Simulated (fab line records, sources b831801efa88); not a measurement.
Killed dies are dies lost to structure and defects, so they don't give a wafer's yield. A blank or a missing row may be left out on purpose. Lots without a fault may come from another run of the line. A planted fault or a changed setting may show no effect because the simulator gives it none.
Which tool did it? | flow sky130 | 12 lots, 36 wafers sampled, at 5 steps of a route of 708

WHAT THE GAUGES READ, wafer by wafer
SKY_FIELD_ISO_THK_MEAS_04.
lot  | measured    | on            | FIELD_ISO_CVD_03_THK (nm)
L651 | day 1 19:11 | film_metro-04 | 167.6 165.4 167.2
L652 | day 2 00:44 | film_metro-03 | 166.8 165.2 166.5
L656 | day 2 22:34 | film_metro-04 | 165.9 164.8 164.8
L658 | day 3 06:17 | film_metro-03 | 166.1 167.1 166.9
L659 | day 3 16:00 | film_metro-01 | 166.9 166.9 165.5
L660 | day 3 16:01 | film_metro-04 | 165.2 164.1 164.7
L662 | day 4 02:56 | film_metro-03 | 166.5 169.2 166.4
L664 | day 4 15:56 | film_metro-01 | 167.3 167.2 164.7
L670 | day 5 20:39 | film_metro-01 | 165.1 165.7 165.9
L669 | day 5 20:40 | film_metro-04 | 164.8 163.9 163.8
L672 | day 6 05:02 | film_metro-01 | 169.7 169.7 169.7
L673 | day 6 12:18 | film_metro-04 | 167.1 166.7 166.6

SKY_NWELL_RS_MEAS_29: measures by four-point-probe.
lot  | measured     | on            | NWELL_RS (ohm/sq)
L651 | day 5 13:13  | film_metro-02 | 624.3 623.6 622.5
L652 | day 5 20:10  | film_metro-04 | 624.8 622.9 624.9
L656 | day 7 10:34  | film_metro-01 | 622.4 624.9 625.6
L658 | day 8 07:55  | film_metro-04 | 625.2 624.6 625.1
L659 | day 8 08:32  | film_metro-04 | 625.1 624.3 624.1
L660 | day 8 09:12  | film_metro-04 | 622.9 625.8 624.1
L662 | day 9 05:05  | film_metro-02 | 623.2 622.7 625.0
L664 | day 9 16:05  | film_metro-01 | 622.2 620.7 622.8
L670 | day 10 11:39 | film_metro-01 | 641.0 643.1 640.8
L669 | day 10 10:31 | film_metro-04 | 641.6 640.8 642.1
L672 | day 10 20:56 | film_metro-01 | 622.9 623.2 623.4
L673 | day 11 06:22 | film_metro-02 | 624.1 624.7 624.8

SKY_VT_ADJUST_LVTN_OVL_MEAS_18.
lot  | measured     | on         | VT_ADJUST_LVTN_01_OVL (nm)
L651 | day 7 22:01  | overlay-02 | -1.4 0.7 0.5
L652 | day 8 04:28  | overlay-01 | -0.4 3.3 2.3
L656 | day 10 01:57 | overlay-02 | 1.3 2.3 0.8
L658 | day 11 00:08 | overlay-02 | -0.7 -0.8 -0.8
L659 | day 11 03:40 | overlay-02 | -0.4 1.5 0.6
L660 | day 11 04:16 | overlay-01 | 3.4 2.9 4.6
L662 | day 12 01:55 | overlay-01 | 1.2 -0.7 0.3
L664 | day 12 11:32 | overlay-02 | 3.0 1.1 0.8
L670 | day 13 13:02 | overlay-01 | 1.5 2.6 3.0
L669 | day 13 11:23 | overlay-02 | 0.5 -0.4 0.0
L672 | day 13 22:14 | overlay-01 | 1.0 1.1 2.4
L673 | day 14 10:28 | overlay-02 | 1.3 2.7 -0.3

WHICH TOOL RAN EACH LOT (tool, then ch and the chambers of the sampled wafers, then the start)
lot  | SKY_FIELD_ISO_STRIP_16              | SKY_NWELL_IMPLANT_12
L651 | plasma_asher-02 ch 0,1, day 2 10:13 | implanter-04 ch 0, day 4 19:25
L652 | plasma_asher-01 ch 0,1, day 2 16:28 | implanter-02 ch 0, day 5 02:23
L656 | plasma_asher-01 ch 0,1, day 3 14:54 | implanter-03 ch 0, day 6 14:17
L658 | plasma_asher-01 ch 0,1, day 3 22:41 | implanter-03 ch 0, day 7 10:23
L659 | plasma_asher-02 ch 0,1, day 4 07:41 | implanter-02 ch 0, day 7 10:40
L660 | plasma_asher-03 ch 0,1, day 4 07:49 | implanter-04 ch 0, day 7 10:44
L662 | plasma_asher-02 ch 0,1, day 4 18:55 | implanter-03 ch 0, day 8 07:22
L664 | plasma_asher-03 ch 0,1, day 5 09:34 | implanter-04 ch 0, day 8 17:01
L670 | plasma_asher-03 ch 0, day 6 14:37   | implanter-04 ch 0, day 9 13:59
L669 | plasma_asher-02 ch 0,1, day 6 13:43 | implanter-04 ch 0, day 9 12:08
L672 | plasma_asher-02 ch 0,1, day 6 23:16 | implanter-03 ch 0, day 9 22:14
L673 | plasma_asher-03 ch 0,1, day 7 07:53 | implanter-02 ch 0, day 10 07:13
- SKY_FIELD_ISO_STRIP_16: strips in O2/N2.
- SKY_NWELL_IMPLANT_12

WHAT THE TOOLS THEMSELVES READ (means of the sampled wafers that have a number; where no wafer has one, the mark that the record gives instead)
SKY_FIELD_ISO_STRIP_16.
lot  | tool            | drypump_motor_current_A (A) | oes_product_au (a.u.) | strip_time_to_endpoint_s (s)
L651 | plasma_asher-02 | 5.8                         | 0.387                 | 3.54
L652 | plasma_asher-01 | 5.4                         | 0.383                 | 3.57
L656 | plasma_asher-01 | 5.2                         | 0.377                 | 3.59
L658 | plasma_asher-01 | 5.2                         | 0.377                 | 3.52
L659 | plasma_asher-02 | 5.5                         | 0.374                 | 3.53
L660 | plasma_asher-03 | 5.6                         | 0.381                 | 3.59
L662 | plasma_asher-02 | 5.5                         | 0.379                 | 3.51
L664 | plasma_asher-03 | 5.9                         | 0.376                 | 3.53
L670 | plasma_asher-03 | 5.3                         | 0.374                 | 3.57
L669 | plasma_asher-02 | 5.5                         | 0.378                 | 3.57
L672 | plasma_asher-02 | 5.8                         | 0.381                 | 3.61
L673 | plasma_asher-03 | 5.6                         | 0.378                 | 3.55

SKY_NWELL_IMPLANT_12.
lot  | tool         | dose_ions_cm2 | end_station_pressure_torr (Torr) | faraday_current_uA
L651 | implanter-04 | 1.3010e+12    | 4.83e-06                         | 7.36
L652 | implanter-02 | 1.3000e+12    | 5.15e-06                         | 7.17
L656 | implanter-03 | 1.2987e+12    | 4.96e-06                         | 7.35
L658 | implanter-03 | 1.3005e+12    | 5.20e-06                         | 7.33
L659 | implanter-02 | 1.2992e+12    | 4.92e-06                         | 7.28
L660 | implanter-04 | 1.3001e+12    | 5.09e-06                         | 7.26
L662 | implanter-03 | 1.2989e+12    | 4.90e-06                         | 7.35
L664 | implanter-04 | 1.2984e+12    | 4.96e-06                         | 7.20
L670 | implanter-04 | 7.5653e+11    | 5.29e-06                         | 4.22
L669 | implanter-04 | 7.5717e+11    | 5.17e-06                         | 4.31
L672 | implanter-03 | 1.3020e+12    | 5.06e-06                         | 7.42
L673 | implanter-02 | 1.2996e+12    | 5.21e-06                         | 7.28

THE ANSWER, worked out from the rows above alone
Rule: what is usual is taken from the lots themselves. Put in order of their means at a reading, lots are off if they are a third of the lots or fewer, leave a main group of 4 or more, and stand apart from it by a gap of 3 or more times the standard deviation of the main group's means; of several such gaps the widest counts. A main group whose means are all the same, to the digits that the tables above print for the reading, isn't used. A lot without any number at a reading at which 4 lots or more have one is off too. The other lots that the step has rows for count as sound. The gauges are gone through in route order, then the tools' own readings, and for those a lot's mean is taken as printed above. The first step at which some lot is off is used, and at that step the reading that is off furthest; a lot without a number counts as furthest.
Off: L670, L669, at SKY_NWELL_RS_MEAS_29 (NWELL_RS). The main group: mean 623.9 ohm/sq, standard deviation 0.84.
A tool fits if, at a process step before that reading, it ran every lot that is off, and no sound lot after the first of them. The gauges at SKY_NWELL_RS_MEAS_29 aren't tried: what is off there is off at SKY_NWELL_IMPLANT_12 too, on other tools, and a gauge's error can't cause that. One fits: implanter-04 at SKY_NWELL_IMPLANT_12. Its last sound lot is L664 (day 8 17:01), its first lot that is off L669 (day 9 12:08): a fault that began between those two fits.
The tool's own readings at SKY_NWELL_IMPLANT_12 bear it out: on the lots that are off they differ by more than 5 times the standard deviation of the sound lots' means. dose_ions_cm2 reads 7.5685e+11 there against 1.2998e+12 on the sound lots; faraday_current_uA reads 4.26 there against 7.30 on the sound lots.

WHAT THE SIMULATOR HAD PUT IN
Process parameter drift: implanter-04, from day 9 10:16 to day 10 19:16, at SKY_NWELL_IMPLANT_12. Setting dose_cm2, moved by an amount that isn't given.
Lots struck among those shown: L670, L669. The rule above found the same.
